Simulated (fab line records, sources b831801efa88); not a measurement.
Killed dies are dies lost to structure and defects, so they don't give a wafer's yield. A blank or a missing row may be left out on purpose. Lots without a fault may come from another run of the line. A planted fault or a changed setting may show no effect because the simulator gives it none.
A struck lot beside a sound one | flow sky130 | 17 steps out of a route of 708
Sound: wafers L832.1, L832.5, L832.6. Struck: wafer L846.2. (L846.1, L846.6 of the same lot were not struck and are left out.) The cause comes at the end.
At each step with rows: each side's tool, then ch and its chambers, then its first start. Under that, the readings that differ: sound wafers | struck wafers | difference of the means | sigmas: that difference in standard deviations of wafers without a fault.
alike: readings whose means differ by less than 2 such deviations, and words and numbers that are the same on both sides. not compared: withheld readings, readings that some wafer has no value for, bounds like >300 that may hide the same value, and numbers for which the record gives no deviation and whose values overlap.
The two part at a step that has a row with sigmas, a row that says differs or no value, or rows on one side only. Numbers that don't overlap but have no deviation are shown without sigmas and don't part them. A reading that every wafer of one side lacks parts them only if that side has two wafers or more.

first, 2 steps without rows for these wafers: SKY_LOCAL_INTERCONNECT_PEB_09; SKY_LOCAL_INTERCONNECT_DEVELOP_10 (develop time 60 s).
SKY_LOCAL_INTERCONNECT_CD_MEAS_11: target cd 170 nm.
  sound on cd_sem-02, day 32 20:25; struck on cd_sem-01, day 37 04:32
  alike: cd_nm
SKY_LOCAL_INTERCONNECT_OVL_MEAS_12:
  sound on overlay-02, day 32 20:32; struck on overlay-02, day 37 04:40
  alike: LOCAL_INTERCONNECT_OVL
SKY_LOCAL_INTERCONNECT_ETCH_13: etches BARC in N2/H2, stops on SiO2, time 45.9 s, target depth 60 nm.
  sound on rie_metal-03 ch 0,1, day 32 20:34; struck on rie_metal-01 ch 0, day 37 04:41
  alike: drypump_motor_current_A, oes_product_au, throttle_valve_pct
  not compared: rf_hours_counter_h
SKY_LOCAL_INTERCONNECT_METAL_ETCH_14: etches TiN in Cl2/BCl3, stops on PSG, target depth 110 nm, time 31.4 s.
  sound on rie_metal-03 ch 0,1, day 32 20:38; struck on rie_metal-01 ch 0, day 37 04:46
  alike: drypump_motor_current_A, oes_product_au, throttle_valve_pct
  not compared: rf_hours_counter_h
SKY_LOCAL_INTERCONNECT_STRIP_15: strips in O2/N2.
  sound on plasma_asher-02 ch 0,1, day 32 20:41; struck on plasma_asher-01 ch 1, day 37 04:49
  alike: drypump_motor_current_A, oes_product_au, strip_time_to_endpoint_s
  not compared: rf_hours_counter_h
then, 3 steps without rows for these wafers: SKY_LOCAL_INTERCONNECT_STRIP_16 (strips in post etch residue remover, time 1200 s); SKY_LOCAL_INTERCONNECT_CLEAN_17 (cleans in IPA, time 180 s); SKY_LOCAL_INTERCONNECT_CLEAN_18 (cleans in O3/DIW).
SKY_CONTACT_CVD_00: deposits Si3N4, target thk 75 nm.
  sound on pecvd-02 ch 0,1,2, day 32 21:17; struck on pecvd-01 ch 1, day 37 05:26
  alike: heater_power_w
SKY_CONTACT_THK_MEAS_01:
  sound on film_metro-01, day 32 21:19; struck on film_metro-03, day 37 05:28
  alike: CONTACT_CVD_00_THK
SKY_CONTACT_HDPCVD_02: deposits SiO2, target thk 565 nm, time 94.2 s.
  sound on hdpcvd-02 ch 0,1,2, day 32 21:22; struck on hdpcvd-02 ch 0, day 37 05:32
  reading                                     | sound             | struck | difference | sigmas
  model.SiO2_of_CONTACT_HDPCVD_02.thk_nm (nm) | 572.3 565.8 557.7 | 1060   | +495       |
SKY_CONTACT_THK_MEAS_03:
  sound on film_metro-03, day 32 21:26; struck on film_metro-01, day 37 05:36
  reading                 | sound       | struck | difference | sigmas
  CONTACT_HDPCVD_THK (nm) | 572 566 557 | 1061   | +496       | +83
SKY_CONTACT_CMP_04: polishes SiO2.
  sound on cmp-02 ch 1,2, day 32 21:30; struck on cmp-01 ch 3, day 37 05:40
  reading                | sound    | struck | difference | sigmas
  time_to_endpoint_s (s) | 81 78 76 | 261    | +183       | +34
  alike: motor_current_A
SKY_CONTACT_BOW_MEAS_05:
  sound on film_metro-02, day 32 21:48; struck on film_metro-03, day 37 05:58
  alike: CONTACT_BOW
SKY_PAD_OPEN_PROBE_99:
  the record has rows for the sound wafers here (prober-01, day 47 14:13) and none for the struck ones

WHERE THEY PART
First at SKY_CONTACT_THK_MEAS_03; last, within this record, at SKY_PAD_OPEN_PROBE_99.

WHY: what the simulator had put in
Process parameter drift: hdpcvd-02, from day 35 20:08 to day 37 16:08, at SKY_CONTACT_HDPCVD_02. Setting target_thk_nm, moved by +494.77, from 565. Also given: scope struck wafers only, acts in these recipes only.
